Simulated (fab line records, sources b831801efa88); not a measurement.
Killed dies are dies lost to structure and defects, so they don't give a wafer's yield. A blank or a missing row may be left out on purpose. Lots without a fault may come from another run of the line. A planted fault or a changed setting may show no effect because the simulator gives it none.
Which tool did it? | flow gf180mcu | 13 lots, 39 wafers sampled, at 4 steps of a route of 602

WHAT THE GAUGES READ, wafer by wafer
GF_CONTACT_THK_MEAS_03. Usual: CONTACT_CVD_02_THK 853 nm, standard deviation 15.
lot  | measured     | on            | CONTACT_CVD_02_THK (nm) | flag
L282 | day 15 14:40 | film_metro-03 | 847 850 853             |
L283 | day 15 19:20 | film_metro-02 | 848 848 873             |
L284 | day 16 03:01 | film_metro-01 | 874 880 876             |
L285 | day 16 19:13 | film_metro-02 | 851 841 862             |
L286 | day 17 02:13 | film_metro-03 | 865 860 875             |
L288 | day 17 22:25 | film_metro-03 | 852 855 869             |
L290 | day 18 11:32 | film_metro-03 | 862 865 867             |
L291 | day 18 22:05 | film_metro-02 | 861 865 871             |
L294 | day 19 18:06 | film_metro-01 | 849 828 859             |
L296 | day 20 14:38 | film_metro-02 | 846 832 846             |
L297 | day 20 20:59 | film_metro-03 | 810 849 841             |
L299 | day 21 13:43 | film_metro-02 | 853 845 871             |
L304 | day 23 09:47 | film_metro-02 | 835 819 832             |

GF_V1_THK_MEAS_25: measures by xrf. Usual: V1_W_THK 352 nm, standard deviation 5.6.
lot  | measured     | on            | V1_W_THK (nm) | flag
L282 | day 18 16:04 | film_metro-04 | 350 353 353   |
L283 | day 18 20:17 | film_metro-04 | 356 351 351   |
L284 | day 19 07:34 | film_metro-01 | 346 340 344   |
L285 | day 19 23:20 | film_metro-01 | 344 344 347   |
L286 | day 20 08:29 | film_metro-04 | 353 348 353   |
L288 | day 21 03:05 | film_metro-01 | 346 347 347   |
L290 | day 21 14:45 | film_metro-01 | 352 349 353   |
L291 | day 22 03:01 | film_metro-04 | 344 355 348   |
L294 | day 22 21:15 | film_metro-02 | 354 353 358   |
L296 | day 23 16:57 | film_metro-02 | 356 356 356   |
L297 | day 23 22:37 | film_metro-02 | 352 350 351   |
L299 | day 24 14:12 | film_metro-01 | 354 358 358   |
L304 | day 26 06:46 | film_metro-01 | 348 352 352   |

WHICH TOOL RAN EACH LOT (tool, then ch and the chambers of the sampled wafers, then the start)
lot  | GF_V1_CVD_02                    | GF_V1_STRIP_18
L282 | pecvd-03 ch 0,1,2, day 17 14:36 | plasma_asher-03 ch 0, day 18 15:08
L283 | pecvd-01 ch 0,1,2, day 17 18:58 | plasma_asher-03 ch 0,1, day 18 19:23
L284 | pecvd-01 ch 0,1,2, day 18 05:38 | plasma_asher-03 ch 0,1, day 19 06:40
L285 | pecvd-03 ch 0,1, day 18 20:40   | plasma_asher-03 ch 0,1, day 19 22:24
L286 | pecvd-02 ch 0,1,2, day 19 06:38 | plasma_asher-02 ch 0, day 20 07:35
L288 | pecvd-01 ch 0,1,2, day 20 01:52 | plasma_asher-02 ch 0,1, day 21 02:12
L290 | pecvd-02 ch 0,1,2, day 20 13:58 | plasma_asher-01 ch 0,1, day 21 13:50
L291 | pecvd-01 ch 0,1,2, day 21 01:41 | plasma_asher-01 ch 0,1, day 22 02:09
L294 | pecvd-01 ch 0,1,2, day 21 20:31 | plasma_asher-03 ch 0,1, day 22 20:22
L296 | pecvd-01 ch 0,1,2, day 22 16:37 | plasma_asher-01 ch 0,1, day 23 16:04
L297 | pecvd-03 ch 0,1, day 22 22:23   | plasma_asher-01 ch 0,1, day 23 21:46
L299 | pecvd-01 ch 0,2, day 23 14:48   | plasma_asher-01 ch 0,1, day 24 13:19
L304 | pecvd-01 ch 0,1,2, day 25 08:00 | plasma_asher-02 ch 0,1, day 26 05:52
- GF_V1_CVD_02: deposits SiO2 from TEOS, target thk 850 nm, time 97.47 s.
- GF_V1_STRIP_18: strips in O2/N2.

WHAT THE TOOLS THEMSELVES READ (means of the sampled wafers that have a number; where no wafer has one, the mark that the record gives instead)
GF_V1_CVD_02. Usual: heater_power_w 703 W, standard deviation 130.
lot  | tool     | heater_power_w (W) | flag
L282 | pecvd-03 | 612                |
L283 | pecvd-01 | 683                |
L284 | pecvd-01 | 660                |
L285 | pecvd-03 | 700                |
L286 | pecvd-02 | 818                |
L288 | pecvd-01 | 695                |
L290 | pecvd-02 | 801                |
L291 | pecvd-01 | 700                |
L294 | pecvd-01 | 698                |
L296 | pecvd-01 | 674                |
L297 | pecvd-03 | 645                |
L299 | pecvd-01 | 678                |
L304 | pecvd-01 | 702                |

GF_V1_STRIP_18. Usual: chamber_pressure_mTorr 1500.1 mTorr, standard deviation 1.5; drypump_motor_current_A 5.89 A, standard deviation 0.3; heater_power_w 300 W, standard deviation 11; n2_flow_sccm 300.0 sccm, standard deviation 0.9; oes_product_au 0.593 a.u., standard deviation 0.0051; platen_temp_c 249.99 C, standard deviation 0.16.
lot  | tool            | chamber_pressure_mTorr (mTorr) | drypump_motor_current_A (A) | heater_power_w (W) | n2_flow_sccm (sccm) | oes_product_au (a.u.) | platen_temp_c (C) | flag
L282 | plasma_asher-03 | 1499.9                         | 5.96                        | 299                | 299.2               | 0.596                 | 249.90            |
L283 | plasma_asher-03 | 1499.7                         | 5.80                        | 306                | 299.9               | 0.590                 | 250.03            |
L284 | plasma_asher-03 | 1500.9                         | 5.63                        | 307                | 299.6               | 0.591                 | 250.11            |
L285 | plasma_asher-03 | 1498.7                         | 5.79                        | 302                | 300.8               | 0.591                 | 249.82            |
L286 | plasma_asher-02 | 1500.2                         | 5.34                        | 285                | 300.7               | 0.589                 | 249.95            |
L288 | plasma_asher-02 | 1499.9                         | 5.83                        | 282                | 299.7               | 0.597                 | 250.04            |
L290 | plasma_asher-01 | 1500.9                         | 6.14                        | 297                | 299.5               | 0.591                 | 249.98            |
L291 | plasma_asher-01 | 1501.2                         | 6.17                        | 300                | 300.2               | 0.596                 | 250.02            |
L294 | plasma_asher-03 | 1500.0                         | 5.77                        | 310                | 299.1               | 0.594                 | 249.95            |
L296 | plasma_asher-01 | 1700.5                         | 6.14                        | 299                | 300.0               | 0.592                 | 250.04            | OFF
L297 | plasma_asher-01 | 1600.6                         | 6.17                        | 300                | 300.6               | 0.594                 | 250.07            | OFF
L299 | plasma_asher-01 | 1600.5                         | 6.17                        | 297                | 299.9               | 0.592                 | 250.03            | OFF
L304 | plasma_asher-02 | 1500.0                         | 5.82                        | 287                | 301.1               | 0.595                 | 249.98            |

THE ANSWER, worked out from the rows above alone
Rule: a lot is off if the mean of its wafers that have a number lies more than 3 standard deviations from the usual mean. A lot without any number at a reading at which 4 lots or more have one is off too. The other lots that the step has rows for count as sound. The gauges are gone through in route order, then the tools' own readings, and for those a lot's mean is taken as printed above. The first step at which some lot is off is used, and at that step the reading that is off furthest; a lot without a number counts as furthest.
Off: L296, L297, L299, at GF_V1_STRIP_18 (chamber_pressure_mTorr).
A tool fits if, at that step or a process step before it, it ran every lot that is off, and no sound lot after the first of them. One fits: plasma_asher-01 at GF_V1_STRIP_18. Its last sound lot is L291 (day 22 02:09), its first lot that is off L296 (day 23 16:04): a fault that began between those two fits.
The tool's own readings at GF_V1_STRIP_18 bear it out: on the lots that are off they differ by more than 5 times the standard deviation of the sound lots' means. chamber_pressure_mTorr reads 1633.9 mTorr there against 1500.1 mTorr on the sound lots.

WHAT THE SIMULATOR HAD PUT IN
Process parameter drift: plasma_asher-01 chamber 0, from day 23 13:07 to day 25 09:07, at GF_V1_STRIP_18. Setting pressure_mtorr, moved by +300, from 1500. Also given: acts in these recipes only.
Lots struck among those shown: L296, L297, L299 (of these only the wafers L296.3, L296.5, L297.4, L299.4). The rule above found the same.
